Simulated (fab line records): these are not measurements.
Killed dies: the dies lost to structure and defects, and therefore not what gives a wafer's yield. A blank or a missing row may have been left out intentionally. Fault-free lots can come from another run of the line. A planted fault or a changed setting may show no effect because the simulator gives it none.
Which tool was responsible? | flow gf180mcu | Sampling: 13 lots, 39 wafers, 5 of 602 route steps

## WHAT THE GAUGES SHOWED, per wafer
GF_VT_IMPLANT_OVL_MEAS_29. Usual: VT_IMPLANT_02_OVL typically reads -0.4 nm, with standard deviation 1.4.
lot  | measured     | on         | VT_IMPLANT_02_OVL (nm) | flag
L251 | day 7 08:25  | overlay-01 | 2.0 -0.4 -0.9          | 
L252 | day 7 10:10  | overlay-02 | -0.5 1.4 -0.4          | 
L253 | day 7 16:14  | overlay-02 | 1.5 0.4 1.4            | 
L256 | day 8 06:10  | overlay-02 | 0.6 0.8 0.0            | 
L259 | day 9 03:20  | overlay-01 | -0.8 0.0 1.4           | 
L261 | day 9 13:58  | overlay-01 | -1.9 -3.5 2.1          | 
L264 | day 10 11:04 | overlay-01 | 0.8 0.9 -0.8           | 
L265 | day 10 14:17 | overlay-02 | -1.0 -0.2 -2.3         | 
L266 | day 10 22:31 | overlay-01 | -1.6 -0.2 -1.2         | 
L267 | day 11 04:04 | overlay-02 | -0.4 0.1 0.8           | 
L271 | day 12 08:25 | overlay-01 | -1.3 -0.9 -2.3         | 
L272 | day 12 13:10 | overlay-02 | -1.8 -2.0 -4.5         | 
L273 | day 12 20:07 | overlay-02 | 1.3 0.8 1.7            | 

GF_VT_IMPLANT_TW_MEAS_43. Usual: VT_IMPLANT_4_TW typically reads 688, with standard deviation 9.1.
lot  | measured     | on           | VT_IMPLANT_4_TW | flag
L251 | day 8 00:48  | filmMetro-02 | 683 690 681     | 
L252 | day 8 02:46  | filmMetro-02 | 683 685 684     | 
L253 | day 8 09:03  | filmMetro-04 | 695 694 696     | 
L256 | day 8 23:16  | filmMetro-01 | 679 677 681     | 
L259 | day 9 20:10  | filmMetro-04 | 700 699 696     | 
L261 | day 10 06:59 | filmMetro-04 | 695 695 697     | 
L264 | day 11 04:51 | filmMetro-04 | 697 695 698     | 
L265 | day 11 08:37 | filmMetro-04 | 694 698 696     | 
L266 | day 11 17:40 | filmMetro-01 | 674 676 678     | 
L267 | day 11 23:02 | filmMetro-04 | 690 694 696     | 
L271 | day 13 04:19 | filmMetro-04 | 699 699 704     | 
L272 | day 13 08:04 | filmMetro-02 | 680 682 683     | 
L273 | day 13 15:49 | filmMetro-04 | 697 696 703     | 

GF_HV_LDD_CD_MEAS_19: target cd 400 nm. Usual: cdNm at 401.9 nm, with a standard deviation of 2.6.
lot  | measured     | on       | cdNm (nm)         | flag
L251 | day 11 07:14 | cdSem-01 | 399.6 401.2 401.4 | 
L252 | day 11 08:29 | cdSem-01 | 401.1 404.1 404.1 | 
L253 | day 11 19:54 | cdSem-02 | 405.0 404.8 407.1 | 
L256 | day 12 08:34 | cdSem-02 | 401.3 402.4 402.3 | 
L259 | day 13 08:01 | cdSem-01 | 404.6 401.5 402.4 | 
L261 | day 13 17:53 | cdSem-02 | 402.5 403.3 401.7 | 
L264 | day 15 02:05 | cdSem-02 | 382.0 381.5 381.8 | OFF
L265 | day 15 01:59 | cdSem-01 | 404.7 403.6 403.3 | 
L266 | day 15 14:17 | cdSem-01 | 379.4 378.7 376.6 | OFF
L267 | day 15 21:01 | cdSem-02 | 381.1 381.9 385.1 | OFF
L271 | day 17 07:18 | cdSem-02 | 382.8 382.6 381.1 | OFF
L272 | day 17 07:34 | cdSem-02 | 406.0 403.2 402.4 | 
L273 | day 17 14:40 | cdSem-01 | 406.5 407.9 405.8 | 

## WHICH TOOL RAN EACH LOT (tool, then ch and the chambers of the sampled wafers, then the start)
lot  | GF_VT_IMPLANT_STRIP_42              | GF_HV_LDD_EXPOSE_16
L251 | plasmaAsher-04 ch 0,1, day 8 00:41  | ilineStepper-02 ch 0, day 10 22:14
L252 | plasmaAsher-04 ch 0,1, day 8 02:39  | ilineStepper-02 ch 0, day 10 23:02
L253 | plasmaAsher-01 ch 0, day 8 08:56    | ilineStepper-02 ch 0, day 11 11:12
L256 | plasmaAsher-01 ch 0,1, day 8 23:10  | ilineStepper-02 ch 0, day 11 22:55
L259 | plasmaAsher-01 ch 0,1, day 9 20:05  | ilineStepper-02 ch 0, day 12 23:07
L261 | plasmaAsher-04 ch 0,1, day 10 06:53 | ilineStepper-01 ch 0, day 13 08:29
L264 | plasmaAsher-01 ch 0,1, day 11 04:45 | ilineStepper-02 ch 0, day 14 16:07
L265 | plasmaAsher-02 ch 0,1, day 11 08:31 | ilineStepper-01 ch 0, day 14 15:48
L266 | plasmaAsher-01 ch 0,1, day 11 17:34 | ilineStepper-02 ch 0, day 15 04:45
L267 | plasmaAsher-04 ch 0,1, day 11 22:56 | ilineStepper-02 ch 0, day 15 10:48
L271 | plasmaAsher-02 ch 0,1, day 13 04:14 | ilineStepper-02 ch 0, day 16 20:20
L272 | plasmaAsher-01 ch 0,1, day 13 07:58 | ilineStepper-01 ch 0, day 16 20:41
L273 | plasmaAsher-01 ch 0,1, day 13 15:43 | ilineStepper-01 ch 0, day 17 03:17
- GF_VT_IMPLANT_STRIP_42: strips in O2/N2.
- GF_HV_LDD_EXPOSE_16: exposes mask Pplus LV AREA, target cd 400 nm.

## AS READ BY THE TOOLS THEMSELVES (means over the sampled wafers that have a number; for cases with no such wafer, the mark the record gives instead)
GF_VT_IMPLANT_STRIP_42. Usual: chamberPressureMTorr 1500.1 mTorr, standard deviation 1.4; drypumpMotorCurrentA 6.1 A, standard deviation 0.39; heaterPowerW 355 W, standard deviation 21; oesProductAu 0.715 a.u., standard deviation 0.0048; stripTimeToEndpointS 12.66 s, standard deviation 0.044.
lot  | tool           | chamberPressureMTorr (mTorr) | drypumpMotorCurrentA (A) | heaterPowerW (W) | oesProductAu (a.u.) | stripTimeToEndpointS (s) | flag
L251 | plasmaAsher-04 | 1499.8                       | 5.9                      | 347              | 0.712               | 12.71                    | 
L252 | plasmaAsher-04 | 1499.8                       | 5.7                      | 348              | 0.718               | 12.63                    | 
L253 | plasmaAsher-01 | 1500.4                       | 6.4                      | 354              | 0.717               | 12.70                    | 
L256 | plasmaAsher-01 | 1500.1                       | 6.4                      | 376              | 0.718               | 12.68                    | 
L259 | plasmaAsher-01 | 1499.9                       | 6.4                      | 362              | 0.719               | 12.67                    | 
L261 | plasmaAsher-04 | 1500.1                       | 5.8                      | 350              | 0.722               | 12.69                    | 
L264 | plasmaAsher-01 | 1498.5                       | 6.4                      | 381              | 0.717               | 12.67                    | 
L265 | plasmaAsher-02 | 1500.3                       | 5.5                      | 327              | 0.716               | 12.71                    | 
L266 | plasmaAsher-01 | 1500.7                       | 6.4                      | 359              | 0.714               | 12.68                    | 
L267 | plasmaAsher-04 | 1500.6                       | 5.8                      | 346              | 0.716               | 12.72                    | 
L271 | plasmaAsher-02 | 1500.8                       | 5.6                      | 324              | 0.715               | 12.61                    | 
L272 | plasmaAsher-01 | 1501.1                       | 6.4                      | 365              | 0.717               | 12.59                    | 
L273 | plasmaAsher-01 | 1499.4                       | 6.4                      | 377              | 0.718               | 12.69                    | 

GF_HV_LDD_EXPOSE_16. Usual: exposureDoseMJCm2 at 139.99, with a standard deviation of 0.14.
lot  | tool            | exposureDoseMJCm2 | flag
L251 | ilineStepper-02 | 139.88            | 
L252 | ilineStepper-02 | 139.97            | 
L253 | ilineStepper-02 | 140.14            | 
L256 | ilineStepper-02 | 140.11            | 
L259 | ilineStepper-02 | 139.98            | 
L261 | ilineStepper-01 | 139.96            | 
L264 | ilineStepper-02 | 131.48            | OFF
L265 | ilineStepper-01 | 140.12            | 
L266 | ilineStepper-02 | 131.61            | OFF
L267 | ilineStepper-02 | 131.60            | OFF
L271 | ilineStepper-02 | 131.65            | OFF
L272 | ilineStepper-01 | 140.05            | 
L273 | ilineStepper-01 | 140.02            | 

## THE ANSWER, worked out from the rows above alone
Rule: lot off if the mean of its wafers having a number is beyond 3 standard deviations from the usual mean. Also off: a lot with no number at a reading for which 4 or more lots have one. Any other lot the step has rows for is counted as sound. After the gauges, taken in route order, come the tools' own readings; for these a lot's mean is taken, as printed above. The first step at which some lot is off is used, and at that step the reading that is off furthest; a lot without a number counts as furthest.
Off at GF_HV_LDD_CD_MEAS_19 (cdNm): L264, L266, L267, L271.
A tool fits if, at a process step before that reading, it ran every lot that is off, and no sound lot after the first of them. The gauges at GF_HV_LDD_CD_MEAS_19 aren't tried: what is off there is off at GF_HV_LDD_EXPOSE_16 too, on other tools, and a gauge's error can't cause that. One fits: GF_HV_LDD_EXPOSE_16 on ilineStepper-02. A fault onset in the window from L259 (day 12 23:07, its last sound lot) to L264 (day 14 16:07, its first lot off) fits.
On the lots that are off, the tool's own readings at GF_HV_LDD_EXPOSE_16 differ by more than 5 times the standard deviation of the sound lots' means, which bears it out; exposureDoseMJCm2 reads 131.59 there versus 140.03 on the sound lots.

## WHAT THE SIMULATOR PUT IN
Drift in process parameters on ilineStepper-02 at GF_HV_LDD_EXPOSE_16, starting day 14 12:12. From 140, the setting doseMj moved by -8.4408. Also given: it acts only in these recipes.
Lots struck among those shown: L264, L266, L267, L271. The rule given above showed the same thing.
